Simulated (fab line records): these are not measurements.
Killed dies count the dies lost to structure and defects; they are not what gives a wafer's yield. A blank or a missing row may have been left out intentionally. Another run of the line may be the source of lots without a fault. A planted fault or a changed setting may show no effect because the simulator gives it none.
2 desks looking at one fault / flow gf180mcu / each desk holds nothing but its own numbers, with what lay behind them at the end

THE METROLOGY DESK
Lot by lot, what the gauges showed, no matter which tool ran the lot: averages of those sampled wafers that carry a number. The brackets show how far a lot's mean lies from the usual mean; more than 4 standard deviations puts the lot out of limits, marked OUT.
Columns: A = cd-nm at GF_V2_CD_MEAS_14, usual 259.8 nm
lot=L982; first seen here=day 20 10:39; A=260.5
lot=L984; first seen here=day 21 03:54; A=260.3
lot=L985; first seen here=day 21 14:31; A=260.5
lot=L994; first seen here=day 25 02:03; A=259.8
lot=L996; first seen here=day 25 18:56; A=260.4
lot=L997; first seen here=day 25 21:09; A=261.5
lot=L998; first seen here=day 26 01:15; A=260.2
lot=L999; first seen here=day 26 08:13; A=259.3
lot=L100; first seen here=day 26 11:38; A=260.0
lot=L101; first seen here=day 26 19:10; A=259.3
lot=L102; first seen here=day 27 01:51; A=259.3
lot=L103; first seen here=day 27 13:24; A=259.8
lot=L104; first seen here=day 28 02:14; A=262.0
Finding of this desk: none of the 13 lots has anything out of limits.

THE TOOL OWNER'S DESK: pvd-sputter-03
The tool's own readings at GF_M3_SPUTTER_00 (material Ti, target thk 37.5 nm, time 150 s): means of the sampled wafers that have a number, for each lot that ran on this tool. The brackets show how far a lot's mean lies from the usual mean; more than 4 standard deviations puts the lot out of limits, marked OUT.
Columns: A = cathode-dc-power-W at GF_M3_SPUTTER_00, usual 4000.0 W; B = chamber-pressure-pa at GF_M3_SPUTTER_00, usual 2.000 Pa; C = throttle-valve-pct at GF_M3_SPUTTER_00, usual 30.0 %
lot=L984; first seen here=day 21 05:25; A=4000.2; B=2.070 (+18) OUT; C=29.6
lot=L985; first seen here=day 21 16:03; A=4000.1; B=2.070 (+18) OUT; C=29.0
lot=L996; first seen here=day 25 20:25; A=3999.7; B=1.999; C=29.6
lot=L997; first seen here=day 25 22:37; A=4000.3; B=2.001; C=29.7
lot=L101; first seen here=day 26 20:41; A=3999.4; B=2.000; C=30.0
This desk's finding: out of limits on L984, L985; first on L984, day 21 05:25 (chamber-pressure-pa at GF_M3_SPUTTER_00). L996, L997, L101: within limits.

TAKEN TOGETHER
The tool owner's desk had the chance to raise an alarm at day 21 05:25 on L984, L985.
The metrology desk saw nothing out of limits.
The metrology desk has L984, L985 on record, within its limits.
The lots listed all ran GF_M3_SPUTTER_00 on pvd-sputter-03.

WHAT THE SIMULATOR HAD INSERTED
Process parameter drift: pvd-sputter-03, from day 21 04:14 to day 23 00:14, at GF_M3_SPUTTER_00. A move of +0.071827 in setting chamber-pressure-pa, from 2. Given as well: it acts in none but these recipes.
Struck lots among those shown: L984, L985.
Delay in hours, fault start to first out-of-limits reading, by desk: the tool owner's desk at 1.
